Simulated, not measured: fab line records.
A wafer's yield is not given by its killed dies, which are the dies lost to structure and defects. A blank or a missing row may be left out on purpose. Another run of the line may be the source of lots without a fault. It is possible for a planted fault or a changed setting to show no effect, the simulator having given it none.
fab line records    flow sky130
[record] lots = 6  wafers = 18  lastDay = 49
route steps=708 shown METAL4@634 VIA4@639 PAD_OPEN@708
lots that met no fault: taken from a fault-free run of the same line
startH: hours from the record's opening day to when the first of the lot's shown wafers began    waitH: hours elapsed since this lot's preceding step    " repeats the value in the row above    L1.1+2: a row that stands for several wafers    - no value, or no start was given    * or withheld: withheld    < > ~ a bound
route shown NAME@n: names a module that has steps shown in the file, with the first one's number in the route    usual: the fault-free wafers' mean and standard deviation    same: alike in all rows    chamber/n: place in a boat    sites: readings site by site    _std_site: standard deviation of those values    _edge_site: outer sites' mean less inner sites'    radiusMm: how far each site lies from the wafer's centre    mask NAME#n: copy n    behind: the tool/chamber that last shaped the wafer    hold: what put the lot on hold/how long, in hours/how the hold closed    device: names the non-switching transistor (n, p or np)    end of line: the same wafers' tests at the end of the route    a step without rows: its recipe alone    killed: at the first sort, the dies lost to defects and structure; wafer yield is something else    map: shows each die of a wafer: x if killed, . if not, _ if none is there
set.NAME: the run value of the setting; set.NAME@STEP: its run value at that earlier step    model.NAME: the simulator's own value behind a step, which no gauge read
a table for each step, a row for each wafer; lots at some steps of the route
services: when a tool's chamber went out of use (startH, in hours from the record's first day, below 0 if earlier), for how many hours, and the reason
[[steps]]
[step SKY_METAL4_METAL_ETCH_18]
[recipe] targetDepthA = 8450  stopOn = SiO2  overEtchFrac = 0.3  timeS = 183.1  chemistry = Cl2/BCl3  resistSidewallDeg = 88  pressureMtorr = 10  icpW = 900  biasW = 48.5  Cl2_flow_sccm = 60  bcl3FlowSccm = 30
[usual] drypumpMotorCurrentA = 5.6/0.43  oesProductAu = 0.864/0.0069  throttleValvePct = 22.264/0.0089
lot.wafer  tool         chamber  startH   waitH  drypumpMotorCurrentA  oesProductAu  rfHoursCounterH  throttleValvePct
L961.1     rieMetal-03  0        1046.69  0.0    5.3                   0.870         7                22.282
L961.2     "            1        "        "      5.6                   0.861         12               22.265
L961.3     "            0        "        "      5.3                   0.862         -                22.263
L962.2     rieMetal-03  0        1056.87  0.0    5.3                   0.863         8                22.255
L962.3     "            0        "        "      5.3                   0.866         -                22.264
L962.4     "            1        "        "      5.6                   0.865         -                22.256
L963.1     rieMetal-03  1        1057.64  0.0    5.6                   0.868         13               22.274
L963.3     "            1        "        "      5.6                   0.867         -                22.274
L963.4     "            0        "        "      5.3                   0.852         -                22.256
L964.1     rieMetal-01  0        1058.80  0.0    5.6                   0.861         16               22.256
L964.5     "            1        "        "      6.5                   0.870         -                22.265
L964.6     "            0        "        "      5.6                   0.879         -                22.259
L968.2     rieMetal-03  1        1081.76  0.0    5.6                   0.862         15               22.268
L968.4     "            0        "        "      5.3                   0.863         -                22.276
L968.5     "            0        "        "      5.3                   0.863         -                22.251
L970.2     rieMetal-03  0        1096.80  0.0    5.3                   0.865         12               22.262
L970.4     "            0        "        "      5.3                   0.873         -                22.269
L970.6     "            1        "        "      5.6                   0.876         -                22.255
[step SKY_METAL4_STRIP_19]
[recipe] chemistry = O2/N2  powerW = 1400  pressureMtorr = 1500  platenTempC = withheld  o2FlowSccm = 3000  n2FlowSccm = 300  overashFraction = 0.5
[usual] drypumpMotorCurrentA = 5.6/0.35  oesProductAu = 0.497/0.0072  stripTimeToEndpointS = 6.40/0.13
[same] overashFraction = 0.5
lot.wafer  tool            chamber  startH   waitH  drypumpMotorCurrentA  oesProductAu  rfHoursCounterH  stripTimeToEndpointS
L961.1     plasmaAsher-04  0        1046.87  0.1    5.4                   0.508         29               6.46
L961.2     "               1        "        "      5.9                   0.488         29               6.13
L961.3     "               0        "        "      5.4                   0.492         -                6.43
L962.2     plasmaAsher-02  1        1057.05  0.1    6.0                   0.496         61               6.46
L962.3     "               0        "        "      5.4                   0.502         -                6.45
L962.4     "               1        "        "      6.0                   0.492         -                6.19
L963.1     plasmaAsher-04  1        1057.82  0.1    5.9                   0.489         30               6.24
L963.3     "               1        "        "      5.9                   0.483         -                6.13
L963.4     "               0        "        "      5.4                   0.510         -                6.47
L964.1     plasmaAsher-02  0        1058.98  0.1    5.4                   0.497         62               6.44
L964.5     "               1        "        "      6.0                   0.491         -                6.35
L964.6     "               0        "        "      5.4                   0.498         -                6.43
L968.2     plasmaAsher-03  0        1081.94  0.1    5.1                   0.485         2                6.19
L968.4     "               0        "        "      5.1                   0.495         -                6.49
L968.5     "               1        "        "      5.9                   0.502         -                6.44
L970.2     plasmaAsher-03  0        1096.98  0.1    5.1                   0.502         4                6.42
L970.4     "               0        "        "      5.2                   0.499         -                6.41
L970.6     "               1        "        "      5.9                   0.480         -                6.19
[step SKY_METAL4_STRIP_20]
[recipe] chemistry = postEtchResidueRemover  timeS = 1200  tempC = 72.5
[step SKY_METAL4_CLEAN_21]
[recipe] chemistry = IPA  timeS = 180  tempC = 25
[step SKY_METAL4_CLEAN_22]
[recipe] chemistry = O3/DIW  dry = n2Spin
[step SKY_VIA4_HDPCVD_00]
[recipe] material = SiO2  targetThkNm = 1750  sigmaOpenFrac = 0.3  timeS = 291.7  tempC = 400  sih4FlowSccm = 60  pressureMtorr = 6
[step SKY_VIA4_THK_MEAS_01]
[recipe] reads = SiO2_of_VIA4_HDPCVD_00
[usual] VIA4_HDPCVD_THK = 1743/24
lot.wafer  tool          chamber  startH   waitH  VIA4_HDPCVD_THK[nm]
L961.1     filmMetro-01  -        1047.64  0.1    1759
L961.2     "             -        "        "      1711
L961.3     "             -        "        "      1751
L962.2     filmMetro-03  -        1057.83  0.1    1690
L962.3     "             -        "        "      1752
L962.4     "             -        "        "      1777
L963.1     filmMetro-03  -        1058.59  0.1    1691
L963.3     "             -        "        "      1746
L963.4     "             -        "        "      1768
L964.1     filmMetro-03  -        1059.75  0.1    1698
L964.5     "             -        "        "      1736
L964.6     "             -        "        "      1755
L968.2     filmMetro-02  -        1082.75  0.1    1749
L968.4     "             -        "        "      1734
L968.5     "             -        "        "      1786
L970.2     filmMetro-01  -        1097.77  0.1    1747
L970.4     "             -        "        "      1755
L970.6     "             -        "        "      1744
[step SKY_VIA4_CMP_02]
[recipe] material = SiO2  downForcePsi = 4  platenRpm = 60  padVelocityMS = 0.94248
[usual] motorCurrentA = 12.0/1.2  retainingRingPressureFrac = 1.000/0.0046
lot.wafer  tool    chamber  startH   waitH  motorCurrentA  retainingRingPressureFrac
L961.3     cmp-02  2        1048.21  0.5    13.5           0.994
L961.2     "       3        "        "      13.6           0.999
L961.1     "       0        "        "      11.0           0.986
L962.4     cmp-01  2        1058.23  0.4    11.4           1.001
L962.2     "       0        "        "      10.7           1.001
L962.3     "       1        "        "      12.2           0.997
L963.1     cmp-01  2        1059.18  0.6    11.0           1.004
L963.4     "       3        "        "      11.4           0.999
L963.3     "       0        "        "      10.3           1.010
L964.1     cmp-01  0        1059.92  0.2    10.6           1.000
L964.5     "       0        "        "      9.7            0.999
L964.6     "       1        "        "      11.7           0.999
L968.4     cmp-02  2        1082.80  0.0    13.0           1.001
L968.2     "       3        "        "      14.3           0.998
L968.5     "       2        "        "      13.3           0.995
L970.4     cmp-01  1        1097.82  0.0    11.7           0.997
L970.2     "       3        "        "      11.6           1.006
L970.6     "       1        "        "      11.7           0.996
[step SKY_VIA4_BOW_MEAS_03]
[recipe] mode = bow
[usual] VIA4_BOW = 82/8.3
lot.wafer  tool          chamber  startH   waitH  VIA4_BOW[um]
L961.1     filmMetro-02  -        1048.51  0.1    89
L961.2     "             -        "        "      85
L961.3     "             -        "        "      84
L962.2     filmMetro-01  -        1058.55  0.2    80
L962.3     "             -        "        "      85
L962.4     "             -        "        "      87
L963.1     filmMetro-01  -        1059.43  0.2    93
L963.3     "             -        "        "      89
L963.4     "             -        "        "      107
L964.1     filmMetro-03  -        1060.22  0.2    88
L964.5     "             -        "        "      86
L964.6     "             -        "        "      85
L968.2     filmMetro-03  -        1083.12  0.2    87
L968.4     "             -        "        "      80
L968.5     "             -        "        "      85
L970.2     filmMetro-02  -        1098.14  0.2    82
L970.4     "             -        "        "      90
L970.6     "             -        "        "      89
[step SKY_VIA4_DEHYDRATE_04]
[recipe] tempC = 200  timeS = 60
[step SKY_VIA4_HMDS_05]
[recipe] primeTimeS = 60  primeTempC = 120
[step SKY_VIA4_COAT_06]
[recipe] resist = NOVOLAK  spinRpm = 3000  resistThkNm = 1140
[step SKY_VIA4_SOFTBAKE_07]
[recipe] tempC = 90  timeS = 60  resist = NOVOLAK
[usual] runLengthS = 88.96/0.15
lot.wafer  tool           chamber  startH   waitH  runLengthS
L961.1     lithoTrack-02  0        1058.91  0.1    88.88
L961.2     "              0        "        "      88.77
L961.3     "              0        "        "      89.06
L962.2     lithoTrack-02  0        1069.64  0.1    97.56
L962.3     "              0        "        "      89.03
L962.4     "              0        "        "      88.72
L963.1     lithoTrack-04  0        1069.93  0.1    89.09
L963.3     "              0        "        "      89.17
L963.4     "              0        "        "      89.10
L964.1     lithoTrack-01  0        1071.49  0.1    88.80
L964.5     "              0        "        "      88.76
L964.6     "              0        "        "      88.96
L968.2     lithoTrack-02  0        1094.14  0.1    97.41
L968.4     "              0        "        "      89.09
L968.5     "              0        "        "      88.96
L970.2     lithoTrack-04  0        1107.91  0.1    88.95
L970.4     "              0        "        "      89.10
L970.6     "              0        "        "      88.99
[step SKY_VIA4_EXPOSE_08]
[recipe] maskId = VIM4  na = 0.6  sourceShape = conventional  sigmaOuter = 0.6  polarization = unpolarized  targetCdNm = 800  doseMj = 132
[step SKY_PAD_OPEN_PROBE_99]
[usual] defectLimitedYield = 82.5/1.7  killed_at_M0_to_M3 = 43/6.1  killed_at_M4_up = 3.5/2  killedAtContacts = 25/5.1  killedAtFrontEnd = 14/4.2  killedAtOther = 0.3/0.55  killedDies = 86/8.3  killedOpen = 46/7.2  killedShort = 39/6  sort_bin_3_pad_short = 0.9/0.42  sort_bin_5_function = 10.3/1.4  sort_bin_6_memory = 6.3/1.1  sortNPass = 406/8.3  sortYieldPct = 82.5/1.7
[same] grossDies = 492  killedAtBackSide = 0  sort_bin_4_leakage[%] = 0  sort_bin_8_speed[%] = 0
lot.wafer  tool       chamber  startH   waitH  defectLimitedYield[%]  killed_at_M0_to_M3  killed_at_M4_up  killedAtContacts  killedAtFrontEnd  killedAtOther  killedDies  killedOpen  killedShort  sort_bin_3_pad_short[%]  sort_bin_5_function[%]  sort_bin_6_memory[%]  sortNPass  sortYieldPct[%]
L961.1     prober-01  -        1135.88  0.1    83.7                   31                  8                25                16                0              80          43          35           1.4                      8.7                     6.1                   412        83.7
L961.2     prober-01  -        1135.93  0.1    83.5                   52                  1                21                7                 0              81          43          38           1.2                      9.3                     5.9                   411        83.5
L961.3     prober-01  -        1135.98  0.2    84.8                   35                  10               20                10                0              75          34          40           1.0                      9.1                     5.1                   417        84.8
L962.2     prober-01  -        1145.90  0.1    84.3                   44                  2                19                12                0              77          45          31           0.6                      9.3                     5.7                   415        84.3
L962.3     prober-01  -        1145.95  0.2    80.1                   58                  2                24                14                0              98          55          42           1.8                      10.0                    8.1                   394        80.1
L962.4     prober-01  -        1146.00  0.2    81.5                   45                  7                24                15                0              91          53          37           1.0                      11.0                    6.5                   401        81.5
L963.1     prober-02  -        1145.98  0.1    80.9                   40                  5                34                14                1              94          46          45           1.0                      10.6                    7.5                   398        80.9
L963.3     prober-02  -        1146.08  0.2    82.5                   47                  2                26                11                0              86          55          30           0.2                      11.6                    5.7                   406        82.5
L963.4     prober-02  -        1146.13  0.2    85.4                   37                  0                26                8                 1              72          41          31           0.6                      8.1                     5.9                   420        85.4
L964.1     prober-01  -        1147.35  0.1    83.7                   29                  1                31                19                0              80          40          40           1.2                      8.9                     6.1                   412        83.7
L964.5     prober-01  -        1147.55  0.2    78.5                   51                  3                27                25                0              106         64          42           0.6                      11.0                    10.0                  386        78.5
L964.6     prober-01  -        1147.60  0.2    82.1                   41                  4                28                15                0              88          39          48           1.0                      10.6                    6.3                   404        82.1
L968.2     prober-02  -        1165.00  0.1    81.1                   54                  3                19                16                1              93          50          43           1.0                      11.2                    6.7                   399        81.1
L968.4     prober-02  -        1165.10  0.2    83.7                   45                  5                16                14                0              80          48          32           0.6                      8.7                     6.9                   412        83.7
L968.5     prober-02  -        1165.15  0.2    85.0                   35                  4                22                13                0              74          36          38           1.2                      7.5                     6.3                   418        85.0
// killed by level:class
L961.1 VIA1:geometricParticle:open=9 CONTACT:geometricParticle:open=7 LI_CONTACT:geometricParticle:open=6 POLY_GATE:geometricParticle:open=5 CONTACT:geometricParticle:short=5 METAL4:geometricParticle:short=5 LOCAL_INTERCONNECT:geometricParticle:short=4 METAL1:geometricParticle:short=4
L961.2 CONTACT:geometricParticle:open=9 VIA1:geometricParticle:open=9 VIA3:geometricParticle:open=8 METAL2:geometricParticle:short=7 METAL1:geometricParticle:short=6 VIA1:geometricParticle:short=6 LI_CONTACT:geometricParticle:open=5 VIA3:geometricParticle:short=4
L961.3 LI_CONTACT:geometricParticle:open=11 METAL4:geometricParticle:short=8 VIA1:geometricParticle:short=7 METAL2:geometricParticle:short=6 FIELD_ISO:geometricParticle:open=5 METAL1:geometricParticle:short=4 VIA1:geometricParticle:open=4 FIELD_ISO:geometricParticle:short=3
L962.2 CONTACT:geometricParticle:open=11 METAL1:geometricParticle:short=9 VIA2:geometricParticle:open=9 METAL2:geometricParticle:short=7 VIA1:geometricParticle:open=6 POLY_GATE:geometricParticle:open=5 VIA3:geometricParticle:open=4 POLY_GATE:geometricParticle:short=3
L962.3 VIA1:geometricParticle:open=15 CONTACT:geometricParticle:open=9 VIA2:geometricParticle:open=8 LI_CONTACT:geometricParticle:open=7 METAL2:geometricParticle:short=7 METAL1:geometricParticle:short=5 METAL1:geometricParticle:open=5 POLY_GATE:geometricParticle:short=4
L963.1 VIA1:geometricParticle:open=12 LI_CONTACT:geometricParticle:short=9 LI_CONTACT:geometricParticle:open=7 CONTACT:geometricParticle:open=7 CONTACT:geometricParticle:short=6 METAL1:geometricParticle:short=6 VIA3:geometricParticle:open=5 FIELD_ISO:geometricParticle:short=4
L962.4 VIA1:geometricParticle:open=17 CONTACT:geometricParticle:open=11 METAL1:geometricParticle:short=7 LI_CONTACT:geometricParticle:open=6 VIA3:geometricParticle:open=6 METAL4:geometricParticle:short=5 FIELD_ISO:geometricParticle:open=4 SPACER:geometricParticle:short=4
L963.3 VIA1:geometricParticle:open=14 LI_CONTACT:geometricParticle:open=11 CONTACT:geometricParticle:open=8 VIA3:geometricParticle:open=6 LOCAL_INTERCONNECT:geometricParticle:short=5 METAL2:geometricParticle:short=5 METAL1:geometricParticle:open=4 VIA2:geometricParticle:open=4
L963.4 VIA2:geometricParticle:open=9 VIA1:geometricParticle:open=8 LI_CONTACT:geometricParticle:open=8 CONTACT:geometricParticle:open=7 LOCAL_INTERCONNECT:geometricParticle:short=5 METAL2:geometricParticle:short=5 VIA3:geometricParticle:open=5 CONTACT:geometricParticle:short=4
L964.1 CONTACT:geometricParticle:open=10 LI_CONTACT:geometricParticle:open=9 FIELD_ISO:geometricParticle:open=7 CONTACT:geometricParticle:short=7 METAL3:geometricParticle:short=7 POLY_GATE:geometricParticle:short=5 VIA1:geometricParticle:open=5 FIELD_ISO:geometricParticle:short=4
L964.5 VIA1:geometricParticle:open=14 LI_CONTACT:geometricParticle:open=10 VIA3:geometricParticle:open=10 FIELD_ISO:geometricParticle:short=7 CONTACT:geometricParticle:open=6 FIELD_ISO:geometricParticle:open=5 VIA2:geometricParticle:open=5 METAL1:geometricParticle:short=5
L964.6 CONTACT:geometricParticle:open=9 CONTACT:geometricParticle:short=7 METAL2:geometricParticle:short=7 METAL1:geometricParticle:short=7 VIA1:geometricParticle:open=6 LI_CONTACT:geometricParticle:open=6 LOCAL_INTERCONNECT:geometricParticle:short=5 VIA2:geometricParticle:open=5
L968.2 VIA1:geometricParticle:open=10 VIA3:geometricParticle:open=8 METAL1:geometricParticle:short=7 VIA2:geometricParticle:open=7 CONTACT:geometricParticle:open=6 METAL2:geometricParticle:short=6 FIELD_ISO:geometricParticle:short=5 FIELD_ISO:geometricParticle:open=4
L968.4 VIA3:geometricParticle:open=10 VIA1:geometricParticle:open=8 LI_CONTACT:geometricParticle:open=7 CONTACT:geometricParticle:open=5 VIA3:geometricParticle:short=5 METAL4:geometricParticle:short=5 METAL1:geometricParticle:open=4 METAL1:geometricParticle:short=4
L968.5 CONTACT:geometricParticle:open=8 CONTACT:geometricParticle:short=7 VIA2:geometricParticle:open=6 VIA3:geometricParticle:open=6 LOCAL_INTERCONNECT:geometricParticle:short=5 VIA1:geometricParticle:open=5 METAL1:geometricParticle:short=4 METAL4:geometricParticle:short=4
[[services]]
tool            chamber  startH   hours  kind
cmp-02          -        1044.18  4.0    repair
cmp-02          -        1052.21  15.0   pm
plasmaAsher-03  -        1055.25  9.0    pm
plasmaAsher-03  0        1055.25  9.0    ventCycle
plasmaAsher-03  1        1055.25  9.0    ventCycle
plasmaAsher-03  0        1064.25  -      clean
plasmaAsher-03  1        1064.25  -      clean
cmp-01          -        1070.34  0.4    repair
cmp-01          -        1084.30  4.0    pm
cmp-01          -        1088.30  -      consumableReplace:conditioner
cmp-01          -        1088.30  -      consumableReplace:pad
[[key]]
[firstSign] step = SKY_VIA4_SOFTBAKE_07  reading = runLengthS  direction = up  sigmas = 58  usual = *  struck = *
effect none on later readings
metAt SKY_VIA4_SOFTBAKE_07
struckWafers L962.2,L968.2
onsetBetween 1058.91 1069.64
[fault] kind = processParameterDrift  tool = lithoTrack-02  chamber = -  onsetH = 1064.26  steps = SKY_VIA4_SOFTBAKE_07  channel = timeS  offset = *  shape = step  endH = 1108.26  scope = struckWafersOnly  actsIn = *  stated = *
